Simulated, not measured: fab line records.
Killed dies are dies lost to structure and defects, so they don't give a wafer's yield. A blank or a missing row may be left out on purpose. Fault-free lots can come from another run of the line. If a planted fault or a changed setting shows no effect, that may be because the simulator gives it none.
Chamber matching ; flow gf180mcu ; GF_CONTACT_CMP_04 on cmp-02 has 4 sister chambers
The step polishes SiO2. 8 wafers are shown with their chamber, then 7 later ones without.

EACH WAFER AND ITS CHAMBER
wafer;chamber;motor_current_A (A);time_to_endpoint_s (s)
L726.2;0;11.5;101
L729.4;1;10.8;116
L739.3;1;10.8;114
L741.1;0;11.5;102
L741.2;3;13.5;90
L741.4;2;11.7;109
L742.2;3;13.7;104
L742.4;2;11.4;114

WAFERS MISSING THEIR CHAMBER
wafer;motor_current_A (A);time_to_endpoint_s (s)
L742.6;10.8;113
L743.1;12.0;108
L743.3;13.1;103
L743.4;10.4;122
L744.3;10.9;105
L744.4;10.8;115
L744.6;11.4;109

WHICH CHAMBER EACH WENT THROUGH
wafer;from the rows above;in truth
L742.6;1;1
L743.1;can't be placed: 2 or 0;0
L743.3;3;3
L743.4;1;1
L744.3;1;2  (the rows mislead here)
L744.4;1;1
L744.6;can't be placed: 2 or 0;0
Placed correctly: 4 of 7. Cannot be placed on the basis of these rows: 2; the candidates contain the true chamber in 2. 1 placed wrongly.
How it was worked out, from the rows above alone: a wafer's distance from a chamber is the root of the sum, over the readings, of the square of ((its reading less the chamber's mean) divided by the reading's scatter). If the next closest chamber is less than 2 further off than the closest, the wafer can't be placed; otherwise it belongs to the closest. Each chamber's mean is taken over the wafers shown for it. The scatter: the root of (the sum of the squares of (reading less its chamber's mean) over the shown wafers, divided by (wafers less chambers)).
